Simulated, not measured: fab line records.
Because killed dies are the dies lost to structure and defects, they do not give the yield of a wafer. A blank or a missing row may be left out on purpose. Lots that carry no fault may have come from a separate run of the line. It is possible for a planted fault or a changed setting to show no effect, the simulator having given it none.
Struck lot and sound lot, side by side | flow sky130 | 13 steps out of a route of 708
Sound: these wafers, L145.3, L145.4, L145.5. Struck: wafers L143.3, L143.5, L143.6. The cause is given at the end.
Each step with rows lists, per side, the tool, then ch with its chambers, then its first start. Under that, the readings that differ: sound wafers | struck wafers | difference of the means | sigmas: that difference in standard deviations of wafers without a fault.
alike: readings with means less than 2 such deviations apart, plus words and numbers identical on both sides. not compared: withheld readings, readings lacking a value on some wafer, bounds such as >300 that could conceal the same value, and numbers that have no deviation in the record and whose values overlap.
The two part at a step that has a row with sigmas, a row that says differs or no value, or rows on one side only. When numbers do not overlap yet have no deviation, they are printed without sigmas and do not part them. A reading missing from all wafers of one side parts the sides only when that side holds two or more wafers.

first, 5 steps without rows for these wafers: SKY_FIELD_ISO_WET_ETCH_18 (etches Si3N4 in H3PO4, target depth 25 nm, time 286 s); SKY_FIELD_ISO_CLEAN_19 (cleans in SC1/SC2, time 150 s); SKY_FIELD_ISO_CLEAN_20 (cleans in dHF, time 20 s); SKY_FIELD_ISO_WET_ETCH_21 (etches SiO2 in dHF, target depth 20 nm, time 400 s); SKY_FIELD_ISO_OXIDATION_22 (stabilise 600 s, purge 300 s, target thk 10 nm).
SKY_FIELD_ISO_THK_MEAS_23:
  sound: film_metro-01 at day 6 12:02; struck: film_metro-03 at day 6 04:04
  alike: FIELD_ISO_OXIDATION_01_THK
then, 1 step without rows for these wafers: SKY_FIELD_ISO_CVD_24 (deposits SiO2, target thk 595 nm, time 99.2 s).
SKY_FIELD_ISO_THK_MEAS_25:
  sound: film_metro-03 at day 6 12:10; struck: film_metro-02 at day 6 04:12
  reading                   | sound       | struck      | difference | sigmas
  FIELD_ISO_CVD_24_THK (nm) | 580 586 585 | 596 596 603 | +15        | +2
then, 1 step without rows for these wafers: SKY_FIELD_ISO_ANNEAL_26 (time 1800 s).
SKY_FIELD_ISO_CMP_27: polishes, stops on Si3N4, t overpolish 16 s, target thk 457.8 nm.
  sound on cmp-02 ch 0,1,3, day 6 13:58; struck on cmp-01 ch 0,1,3, day 6 06:59
  alike: motor_current_A, overpolish_run_s, time_to_endpoint_s
then, 2 steps without rows for these wafers: SKY_FIELD_ISO_WET_ETCH_28 (etches SiO2 in dHF, target depth 23.7 nm, time 47 s); SKY_FIELD_ISO_WET_ETCH_29 (etches Si3N4 in H3PO4, target depth 160 nm, time 1825 s).
SKY_FIELD_ISO_WET_ETCH_30: etches SiO2 in dHF, target depth 25 nm, time 50 s.
  sound on wet_bench-04 ch 3, day 6 14:50; struck on wet_bench-04 ch 0, day 6 07:47
  no value came back on the struck wafers for bath_heat_duty_pct (%), run_length_s (s); on the sound wafers bath_heat_duty_pct (%) reads 5.0 5.2 6.2
  reading                                          | sound             | struck            | difference | sigmas
  model.SiO2_of_FIELD_ISO_CVD_24.thk_nm (nm)       | 403.9 403.5 404.2 | 432.9 431.9 433.1 | +28.8      |
  model.SiO2_of_FIELD_ISO_OXIDATION_01.thk_nm (nm) | 0 0 0             | 11.85 11.78 11.88 | +11.84     |

== WHERE THEY PART ==
Earliest at SKY_FIELD_ISO_THK_MEAS_25; latest, in this record, at SKY_FIELD_ISO_WET_ETCH_30.

WHY: what the simulator had put in
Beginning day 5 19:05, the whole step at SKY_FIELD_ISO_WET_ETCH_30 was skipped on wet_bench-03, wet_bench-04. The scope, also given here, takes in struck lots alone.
